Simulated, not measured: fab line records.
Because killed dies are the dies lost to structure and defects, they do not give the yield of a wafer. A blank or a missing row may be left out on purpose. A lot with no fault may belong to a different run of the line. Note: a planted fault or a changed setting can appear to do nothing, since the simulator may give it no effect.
fab line records	flow sfq_line
[record] lots = 7	wafers = 19	last_day = 92
route steps=325 shown M1@62 I1@73
lots that met no fault: from a run of the same line without faults
start_h: start of the lot's first displayed wafer, in hours after the record's first day	wait_h: time in hours since the lot's previous step	" unchanged from the row above	L1.1+2: a single row standing in for several wafers	- no value, or no start given	* or withheld: withheld	< > ~ a bound
route shown NAME@n: NAME is a module with steps in the file, n the number in the route of the first one	usual: mean/standard deviation taken from wafers without a fault	same: alike in all rows	chamber/n: place in a boat	sites: each site's reading	_std_site: standard deviation of those values	_edge_site: inner sites' mean taken away from outer sites' mean	radius_mm: how far each site lies from the wafer's centre	mask NAME#n: copy n	behind: the most recent tool/chamber to have shaped the wafer	hold: cause of the lot's hold/its duration in hours/its outcome	device: the n, p or np transistor that did not switch	end of line: tests run on the same wafers once the route is complete	for a step that has no rows: nothing shown but its recipe	killed: dies that structure and defects cost at the first sort, which is not the same as the wafer's yield	map: shows each die of a wafer: x if killed, . if not, _ if none is there
set.NAME: the setting the step ran with; set.NAME@STEP: the setting that earlier step ran with	model.NAME: the simulator's own value behind a step, which no gauge read
lots at some steps of the route; a table a step, a row a wafer
services: when a tool's chamber went out of use (start_h, in hours from the record's first day, below 0 if earlier), for how many hours, and the reason
[[steps]]
[step SFQ_TRILAYER_M1_LITHO_COAT_044]
[recipe] resist = BARC	spin_rpm = 3000	resist_thk_nm = 62
[step SFQ_TRILAYER_M1_LITHO_COAT_039]
[recipe] resist = KrF	spin_rpm = 3000	resist_thk_nm = 600
[step SFQ_TRILAYER_M1_LITHO_SOFTBAKE_043]
[recipe] temp_c = withheld	time_s = withheld	resist = KrF
[step SFQ_TRILAYER_M1_LITHO_EXPOSE_040]
[recipe] mask_id = M1	na = 0.6	source_shape = conventional	sigma_outer = 0.65	target_cd_nm = 500	dose_mj = 14.4
[step SFQ_TRILAYER_M1_LITHO_PEB_042]
[recipe] peb_temp_c = 115	peb_time_s = 60	resist = KrF
[step SFQ_TRILAYER_M1_LITHO_DEVELOP_041]
[recipe] time_s = 60	resist = KrF
[step SFQ_M1_OVL_MEAS_911]
[usual] M1_OVL = 0/5
lot.wafer	tool	chamber	start_h	wait_h	M1_OVL[nm]
L808.1	overlay-01	-	546.27	0.1	-3
L808.2	"	-	"	"	4
L808.5	"	-	"	"	2
L816.1	overlay-01	-	617.01	0.1	3
L816.4	"	-	"	"	-9
L816.5	"	-	"	"	-2
L818.1	overlay-01	-	619.41	0.1	-1
L818.2	"	-	"	"	-7
L821.1	overlay-02	-	629.14	0.1	5
L821.2	"	-	"	"	8
L821.6	"	-	"	"	4
L824.1	overlay-01	-	632.74	0.1	4
L824.2	"	-	"	"	1
L826.1	overlay-01	-	635.14	0.1	2
L826.5	"	-	"	"	-2
L826.6	"	-	"	"	0
L828.1	overlay-02	-	641.14	0.1	-3
L828.3	"	-	"	"	3
L828.4	"	-	"	"	3
[step SFQ_TRILAYER_M1_BARC_OPEN_METAL_ETCH_054]
[recipe] mask_material = PR	chemistry = O2	target_depth_nm = 125	target = BARC	icp_w = 600	bias_w = 80	pressure_mtorr = 10	time_s = 41.7
[usual] drypump_motor_current_A = 6.1/0.49	oes_product_au = 0.685/0.0052	rf_fwd_power_W = 595.4/2.3
lot.wafer	tool	chamber	start_h	wait_h	drypump_motor_current_A	oes_product_au	rf_fwd_power_W	rf_hours_counter_h
L808.1	rie_metal-04	1	546.31	0.0	5.2	0.688	595.2	77
L808.2	"	0	"	"	6.4	0.685	593.8	84
L808.5	"	1	"	"	5.1	0.684	593.2	-
L816.1	rie_metal-03	1	617.05	0.0	5.7	0.685	593.8	87
L816.4	"	0	"	"	6.6	0.693	593.7	-
L816.5	"	1	"	"	5.7	0.689	594.3	-
L818.1	rie_metal-02	1	619.45	0.0	5.9	0.689	597.2	71
L818.2	"	0	"	"	6.2	0.684	596.8	124
L821.1	rie_metal-03	0	629.17	0.0	6.6	0.679	596.2	97
L821.2	"	0	"	"	6.6	0.686	597.4	-
L821.6	"	0	"	"	6.6	0.684	594.3	-
L824.1	rie_metal-03	0	632.77	0.0	6.6	0.692	599.4	98
L824.2	"	0	"	"	6.6	0.679	596.6	-
L826.1	rie_metal-04	1	635.17	0.0	5.2	0.684	594.7	90
L826.5	"	0	"	"	6.4	0.683	593.5	-
L826.6	"	1	"	"	5.1	0.684	597.4	-
L828.1	rie_metal-03	0	641.17	0.0	6.5	0.685	593.9	100
L828.3	"	0	"	"	6.5	0.692	595.6	-
L828.4	"	0	"	"	6.6	0.687	590.7	-
[step SFQ_TRILAYER_M1_ETCH_METAL_ETCH_042]
[recipe] target = Nb	stop_on = SiO2	mask_material = PR	chemistry = Cl2/Ar	target_depth_nm = 240	icp_w = 600	bias_w = 80	pressure_mtorr = 10	time_s = 120
[usual] drypump_motor_current_A = 6.1/0.49	oes_product_au = 0.895/0.0077	rf_fwd_power_W = 597.7/1.9
lot.wafer	tool	chamber	start_h	wait_h	drypump_motor_current_A	oes_product_au	rf_fwd_power_W	rf_hours_counter_h
L808.1	rie_metal-04	1	546.36	0.0	5.2	0.882	597.3	77
L808.2	"	0	"	"	6.4	0.907	599.6	85
L808.5	"	1	"	"	5.1	0.889	597.4	-
L816.1	rie_metal-03	1	617.11	0.0	5.7	0.889	599.8	87
L816.4	"	0	"	"	6.6	0.887	594.9	-
L816.5	"	1	"	"	5.7	0.894	595.6	-
L818.1	rie_metal-02	1	619.51	0.0	5.9	0.903	599.4	71
L818.2	"	0	"	"	6.2	0.883	599.4	125
L821.1	rie_metal-03	0	629.29	0.1	6.6	0.908	599.1	97
L821.2	"	0	"	"	6.6	0.882	595.8	-
L821.6	"	0	"	"	6.6	0.891	596.9	-
L824.1	rie_metal-03	0	632.89	0.1	6.6	0.899	596.6	98
L824.2	"	0	"	"	6.6	0.893	597.0	-
L826.1	rie_metal-04	1	635.23	0.0	5.1	0.900	598.4	90
L826.5	"	0	"	"	6.4	0.891	595.7	-
L826.6	"	1	"	"	5.2	0.902	597.3	-
L828.1	rie_metal-03	0	641.29	0.1	6.6	0.899	596.6	100
L828.3	"	0	"	"	6.6	0.907	593.4	-
L828.4	"	0	"	"	6.6	0.899	595.4	-
[step SFQ_TRILAYER_M1_STRIP_STRIP_043]
[recipe] gas = O2	power_w = 200	platen_temp_c = 40	overash_fraction = 0.65	chemistry = O2	pressure_mtorr = 50
[usual] drypump_motor_current_A = 6.1/0.49	oes_product_au = 1.000/0.008
lot.wafer	tool	chamber	start_h	wait_h	drypump_motor_current_A	oes_product_au	rf_hours_counter_h
L808.1	rie_metal-04	1	546.49	0.1	5.1	1.003	77
L808.2	"	0	"	"	6.4	0.988	85
L808.5	"	1	"	"	5.2	1.019	-
L816.1	rie_metal-03	1	617.23	0.1	5.7	0.997	88
L816.4	"	0	"	"	6.6	0.994	-
L816.5	"	1	"	"	5.7	0.997	-
L818.1	rie_metal-02	1	619.63	0.1	5.9	1.005	71
L818.2	"	0	"	"	6.2	1.001	125
L821.1	rie_metal-03	0	629.54	0.2	6.6	0.994	97
L821.2	"	0	"	"	6.6	0.994	-
L821.6	"	0	"	"	6.6	0.992	-
L824.1	rie_metal-03	0	633.14	0.2	6.6	1.001	98
L824.2	"	0	"	"	6.5	1.003	-
L826.1	rie_metal-04	1	635.36	0.1	5.1	0.994	90
L826.5	"	0	"	"	6.4	1.000	-
L826.6	"	1	"	"	5.1	0.999	-
L828.1	rie_metal-03	0	641.54	0.2	6.6	1.004	100
L828.3	"	0	"	"	6.6	1.003	-
L828.4	"	0	"	"	6.6	1.000	-
[step SFQ_TRILAYER_M1_STRIP_SOLV_CLEAN_044]
[recipe] chemistry = NMP	temp_c = 70	time_s = 600
[step SFQ_TRILAYER_I1_DEP_PECVD_045]
[recipe] material = SiO2	temp_c = 150	time_s = 111.11	pressure_torr = 2.4	rf_w = 183.3	precursor = SiH4/N2O	target_thk_nm = 500
[usual] chamber_pressure_Torr = 2.401/0.0053	heater_power_outer_w = 25/9.2	heater_power_w = 76/14	rf_fwd_power_W = 182.2/0.61	run_length_s = 139.1/0.57	throttle_valve_pct = 25.0/1.7
lot.wafer	tool	chamber	start_h	wait_h	chamber_pressure_Torr	heater_power_outer_w	heater_power_w	rf_fwd_power_W	run_length_s	throttle_valve_pct	model.SiO2_of_TRILAYER_I1_DEP_PECVD_045.thk_nm
L808.1	pecvd-04	1	547.26	0.0	2.390	13	58	181.6	139.5	25.9	495.3
L808.2	"	2	"	"	2.399	29	85	182.8	138.5	24.2	498.2
L808.5	"	1	"	"	2.400	15	60	182.3	138.7	25.8	498.2
L816.1	pecvd-04	1	618.01	0.0	2.393	21	69	182.1	138.6	23.6	498.2
L816.4	"	0	"	"	2.408	16	66	183.3	139.3	22.1	504.2
L816.5	"	1	"	"	2.400	22	71	181.9	139.0	23.8	493.5
L818.1	pecvd-04	1	620.41	0.0	2.402	17	64	181.9	139.0	23.8	492.5
L818.2	"	0	"	"	2.405	20	70	181.7	146.6	22.1	527.7
L821.1	pecvd-04	0	630.92	0.0	2.394	15	62	182.8	139.7	22.3	493.5
L821.2	"	1	"	"	2.397	18	63	182.4	146.3	24.0	525.7
L821.6	"	1	"	"	2.393	20	65	181.8	138.5	23.8	499
L824.1	pecvd-04	1	634.52	0.0	2.410	23	68	182.7	139.1	23.7	496.7
L824.2	"	2	"	"	2.399	18	71	182.2	145.8	22.3	515.8
L826.1	pecvd-01	2	636.13	0.0	2.408	19	63	182.4	139.4	26.7	485.7
L826.5	"	2	"	"	2.408	20	65	181.7	139.4	26.7	495.6
L826.6	"	0	"	"	2.407	29	87	181.8	138.5	25.3	498.8
L828.1	pecvd-02	2	642.92	0.0	2.398	29	82	181.7	139.6	27.4	499
L828.3	"	1	"	"	2.397	38	86	182.7	138.4	24.2	505.3
L828.4	"	0	"	"	2.409	16	59	182.6	139.0	25.9	512.8
[step SFQ_TRILAYER_I1_CMP_CMP_046]
[recipe] material = SiO2	down_force_psi = 3	platen_rpm = 60	pad_velocity_m_s = 0.94248
[usual] motor_current_A = 10.4/1.4	slurry_filter_dp_kPa = 13.49/0.13	time_to_endpoint_s = 215/7.7
lot.wafer	tool	chamber	start_h	wait_h	motor_current_A	slurry_filter_dp_kPa	time_to_endpoint_s
L808.1	cmp-02	1	547.34	0.0	12.7	13.29	218
L808.2	"	2	"	"	10.3	13.27	211
L808.5	"	2	549.84	2.5	10.4	13.37	208
L816.1	cmp-01	2	618.09	0.0	9.7	13.50	208
L816.4	"	3	"	"	9.6	13.72	205
L816.5	"	2	620.09	2.0	9.7	13.40	207
L818.2	cmp-01	0	624.59	4.1	9.9	13.61	231
L818.1	"	2	625.59	5.1	9.6	13.62	213
L821.1	cmp-01	0	633.09	2.1	10.4	13.38	202
L821.2	"	2	634.09	3.1	9.8	13.53	232
L821.6	"	0	635.09	4.1	10.2	13.60	206
L824.2	cmp-02	0	637.15	2.6	9.1	13.56	232
L824.1	"	2	638.15	3.6	9.9	13.57	224
L826.1	cmp-02	2	640.15	4.0	10.1	13.57	205
L826.6	"	1	641.65	5.4	13.3	13.41	222
L826.5	"	2	"	"	9.9	13.51	211
L828.3	cmp-01	0	645.59	2.6	9.9	13.69	210
L828.1	"	1	"	"	10.8	13.60	216
L828.4	"	2	"	"	10.0	13.29	224
[[services]]
tool	chamber	start_h	hours	kind
rie_metal-02	1	523.75	10.2	repair
cmp-01	-	543.16	2.0	repair
pecvd-04	-	562.01	1.3	repair
cmp-01	-	563.00	7.4	pm
pecvd-04	-	563.75	14.0	pm
pecvd-04	0	563.75	14.0	vent_cycle
pecvd-04	1	563.75	14.0	vent_cycle
pecvd-04	2	563.75	14.0	vent_cycle
cmp-01	-	567.55	2.3	repair
rie_metal-02	0	567.94	16.1	repair
cmp-01	-	573.42	5.6	pm
pecvd-04	0	577.75	-	clean
pecvd-04	1	577.75	-	clean
pecvd-04	2	577.75	-	clean
rie_metal-02	-	578.56	2.8	pm
cmp-01	-	579.01	4.0	pm
cmp-01	-	583.01	-	consumable_replace:conditioner
cmp-01	-	583.01	-	consumable_replace:pad
cmp-02	-	604.73	1.0	repair
rie_metal-03	1	620.79	26.3	repair
cmp-02	-	625.14	4.2	repair
rie_metal-02	1	625.76	4.1	repair
rie_metal-04	0	638.15	20.5	repair
[[key]]
[first_sign] step = SFQ_TRILAYER_I1_DEP_PECVD_045	reading = run_length_s	direction = up	sigmas = 13	usual = *	struck = *
effect none on later readings
[model_effect] step = SFQ_TRILAYER_I1_DEP_PECVD_045	value = SiO2_of_TRILAYER_I1_DEP_PECVD_045.thk_nm	without = 491.1	struck = 523.1
met_at SFQ_TRILAYER_I1_DEP_PECVD_045
struck_wafers L818.2,L821.2,L824.2
onset_between 618.01 620.41
[fault] kind = process_parameter_drift	tool = pecvd-04	chamber = -	onset_h = 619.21	steps = SFQ_TRILAYER_I1_DEP_PECVD_045	channel = time_s	offset = *	shape = step	end_h = 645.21	scope = struck_wafers_only	acts_in = *	stated = *
